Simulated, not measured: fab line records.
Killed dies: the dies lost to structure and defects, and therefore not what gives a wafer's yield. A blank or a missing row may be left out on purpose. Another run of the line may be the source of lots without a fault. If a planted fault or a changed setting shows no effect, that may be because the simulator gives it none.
A struck lot beside a sound one :: flow gf180mcu :: 32 out of 602 route steps
Sound: the wafers L141.1, L141.2, L141.6. Struck: wafers L148.1, L148.3, L148.4. The cause is named last.
For every step that has rows: the tool of each side, followed by ch and its chambers, followed by its first start. Under that, the readings that differ: sound wafers :: struck wafers :: difference of the means :: sigmas: that difference in standard deviations of wafers without a fault.
alike: readings whose means differ by less than 2 such deviations, and words and numbers that are the same on both sides. not compared: withheld readings, readings that some wafer has no value for, bounds like >300 that may hide the same value, and numbers for which the record gives no deviation and whose values overlap.
A row with sigmas, a row that says differs or no value, or rows on one side alone: a step with any of these is where the two part. When numbers do not overlap yet have no deviation, they are printed without sigmas and do not part them. Lack of a reading on every wafer of one side parts them only where that side has two or more wafers.

first, 1 step without rows for these wafers: GF_HV_LDD_CVD_56 (deposits Si3N4 from DCS/NH3, target thk 90 nm, time 1543 s).
GF_HV_LDD_THK_MEAS_57:
  sound: film-metro-04 at day 15 14:22; struck: film-metro-02 at day 18 00:54
  alike: HV_LDD_CVD_56_THK
GF_HV_LDD_ETCHBACK_58: etches Si3N4 in CH3F/O2, stops on SiO2, time 100 s, target depth 90 nm.
  sound on rie-diel-03 ch 0,3, day 15 14:25; struck on rie-diel-01 ch 1,2,3, day 18 00:58
reading: throttle-valve-pct (%)
sound: 10.572 10.553 10.575
struck: 10.546 10.534 10.562
difference: -0.019
sigmas: -2
  alike: bias-w, drypump-motor-current-A, oes-product-au
  not compared: rf-hours-counter-h
then, 7 steps without rows for these wafers: GF_NSD_DEHYDRATE_00 (time 60 s); GF_NSD_HMDS_01 (prime time 60 s); GF_NSD_COAT_02 (resist thk 1000 nm); GF_NSD_SOFTBAKE_03 (time 60 s); GF_NSD_EXPOSE_04 (exposes mask Nplus, target cd 400 nm); GF_NSD_PEB_05; GF_NSD_DEVELOP_06 (develop time 60 s).
GF_NSD_CD_MEAS_07 targets a cd of 400 nm.
  sound: cd-sem-02 at day 16 12:28; struck: cd-sem-01 at day 18 23:52
  alike: cd-nm
GF_NSD_OVL_MEAS_08:
  sound: overlay-02 at day 16 12:35; struck: overlay-01 at day 18 23:59
  alike: NSD_OVL
GF_NSD_IMPLANT_09:
  sound on implanter-01 ch 0, day 16 12:37; struck on implanter-04 ch 0, day 19 00:01
reading: beam-energy-keV
sound: 59.987 59.963 59.980
struck: 73.162 73.106 73.165
difference: +13.168
sigmas: +99 or more

reading: model.implant.rp-nm (nm)
sound: 36.29 36.29 36.29
struck: 44.72 44.72 44.72
difference: +8.43
sigmas: 

reading: model.implant.drp-nm (nm)
sound: 16.15 16.15 16.15
struck: 18.8 18.8 18.8
difference: +2.7
sigmas: 
  alike: tilt-deg
next, for these wafers, 1 step has no rows: GF_NSD_IMPLANT_10.
GF_NSD_STRIP_11: strips in O2/N2.
  sound on plasma-asher-03 ch 0,1, day 16 12:55; struck on plasma-asher-03 ch 0,1, day 19 00:19
reading: oes-product-au (a.u.)
sound: 0.493 0.492 0.495
struck: 0.465 0.465 0.468
difference: -0.027
sigmas: -6

reading: strip-time-to-endpoint-s (s)
sound: 22.98 22.95 22.90
struck: 24.78 24.73 24.74
difference: +1.81
sigmas: +43
  alike: drypump-motor-current-A, heater-power-w
  not compared: rf-hours-counter-h
GF_NSD_TW_MEAS_12:
  sound: film-metro-02 at day 16 13:01; struck: film-metro-04 at day 19 00:25
reading: NSD_TW
sound: 4269 4269 4260
struck: 4371 4377 4392
difference: +114
sigmas: +3
then, 7 steps without rows for these wafers: GF_PSD_DEHYDRATE_00 (time 60 s); GF_PSD_HMDS_01 (prime time 60 s); GF_PSD_COAT_02 (resist thk 1000 nm); GF_PSD_SOFTBAKE_03 (time 60 s); GF_PSD_EXPOSE_04 (exposes mask Pplus, target cd 400 nm); GF_PSD_PEB_05; GF_PSD_DEVELOP_06 (develop time 60 s).
GF_PSD_CD_MEAS_07 targets a cd of 400 nm.
  sound: cd-sem-02 at day 17 11:46; struck: cd-sem-02 at day 19 23:20
  alike: cd-nm
GF_PSD_OVL_MEAS_08:
  sound: overlay-02 at day 17 11:53; struck: overlay-02 at day 19 23:28
  alike: PSD_OVL
next, for these wafers, 1 step has no rows: GF_PSD_IMPLANT_09.
GF_PSD_STRIP_10: strips in O2/N2.
  sound on plasma-asher-03 ch 0,1, day 17 12:04; struck on plasma-asher-04 ch 0,1, day 19 23:39
  alike: drypump-motor-current-A, heater-power-w, oes-product-au, strip-time-to-endpoint-s
  not compared: rf-hours-counter-h
GF_PSD_TW_MEAS_11:
  sound: film-metro-02 at day 17 12:10; struck: film-metro-04 at day 19 23:45
  alike: PSD_TW
then, 1 step without rows for these wafers: GF_PSD_CLEAN_12 (cleans in SC1/SC2, time 150 s).
GF_PSD_RTA_13: time 20 s.
  sound on rtp-anneal-02 ch 0, day 17 12:17; struck on rtp-anneal-01 ch 0, day 19 23:55
reading: lamp-power-pct (%)
sound: 28.7 28.6 28.6
struck: 31.8 31.9 31.9
difference: +3.2
sigmas: +2
  alike: wafer_temp_C_max
GF_PSD_RS_MEAS_14: measures by four-point-probe.
  sound: film-metro-04 at day 17 12:22; struck: film-metro-02 at day 20 00:17
reading: NSD_RS (ohm/sq)
sound: 46.23 46.09 46.11
struck: 42.64 42.65 42.56
difference: -3.53
sigmas: -48
  not compared: hold
GF_PASSIVATION_PROBE_99:
  rows exist in the record for the sound wafers here (prober-02, day 32 00:17), none for the struck ones

## WHERE THEY PART
First at GF_HV_LDD_ETCHBACK_58; last, within this record, at GF_PASSIVATION_PROBE_99.

WHY: whatever the simulator had introduced
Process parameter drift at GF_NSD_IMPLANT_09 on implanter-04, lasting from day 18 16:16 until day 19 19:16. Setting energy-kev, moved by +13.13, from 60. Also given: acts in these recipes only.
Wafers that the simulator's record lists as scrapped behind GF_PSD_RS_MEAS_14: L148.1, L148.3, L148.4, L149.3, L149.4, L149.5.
